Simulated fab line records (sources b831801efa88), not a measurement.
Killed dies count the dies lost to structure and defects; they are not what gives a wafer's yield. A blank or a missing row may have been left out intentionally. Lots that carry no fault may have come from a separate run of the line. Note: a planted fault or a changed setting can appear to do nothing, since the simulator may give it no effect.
One fault seen from 2 desks | flow gf180mcu | every desk sees just its own numbers, and what lay behind them comes last

## FOR THE TOOL OWNER'S DESK: litho_track-04
The tool's own readings at GF_V3_PEB_12 (peb time 90 s): means of the sampled wafers that have a number, for each lot that ran on this tool. Marked OUT: a lot whose mean sits more than 4 standard deviations from the usual mean, which makes it out of limits; the brackets give that distance.
Columns: A = heater_power_total_W at GF_V3_PEB_12, usual 85.69 W; B = plate_temp_C at GF_V3_PEB_12, usual 135.02 C
lot  | first seen here | A               | B
L376 | day 22 16:40    | 85.78           | 135.11
L378 | day 23 11:04    | 85.72           | 135.04
L380 | day 24 06:25    | 85.69           | 134.99
L381 | day 24 08:43    | 85.68           | 134.89
L389 | day 27 03:55    | 89.83 (+50) OUT | 139.73 (+36) OUT
L390 | day 27 09:49    | 89.67 (+48) OUT | 139.88 (+37) OUT
This desk finds L389, L390 out of limits, L389 being first, at day 27 03:55 (heater_power_total_W at GF_V3_PEB_12). In limits: L376, L378, L380, L381.

## THE METROLOGY DESK
Lot by lot, what the gauges showed, no matter which tool ran the lot: averages of those sampled wafers that carry a number. Marked OUT: a lot whose mean sits more than 4 standard deviations from the usual mean, which makes it out of limits; the brackets give that distance.
Columns: A = cd_nm at GF_V3_CD_MEAS_14, usual 259.9 nm; B = V3_OVL at GF_V3_OVL_MEAS_15, usual 0 nm
lot  | first seen here | A                | B
L376 | day 22 16:59    | 259.2            | -2
L377 | day 23 07:16    | 262.0            | -4
L378 | day 23 11:26    | 259.4            | 10
L379 | day 23 21:15    | 259.5            | -3
L380 | day 24 06:46    | 258.8            | 1
L381 | day 24 09:04    | 260.3            | -3
L388 | day 26 16:25    | 261.8            | -3
L389 | day 27 04:14    | 269.5 (+6.9) OUT | -3
L390 | day 27 10:10    | 272.0 (+8.6) OUT | 1
L392 | day 28 01:33    | 259.8            | -5
L394 | day 28 15:38    | 257.3            | 1
L395 | day 28 23:26    | 259.6            | -6
This desk finds L389, L390 out of limits, L389 being first, at day 27 04:14 (cd_nm at GF_V3_CD_MEAS_14). In limits: L376, L377, L378, L379, L380, L381, L388, L392, L394, L395.

## PUT TOGETHER
The tool owner's desk had the chance to raise an alarm at day 27 03:55 on L389, L390.
Metrology desk: alarm possible at day 27 04:14 on L389, L390.
All the named lots went through GF_V3_PEB_12 on litho_track-04.

## WHAT THE SIMULATOR PUT IN
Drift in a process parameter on litho_track-04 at GF_V3_PEB_12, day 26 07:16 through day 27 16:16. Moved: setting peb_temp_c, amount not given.
Lots struck among those shown: L389, L390.
Time in hours from fault onset to the first out-of-limits reading at each desk: tool owner's desk 21, metrology desk 21.
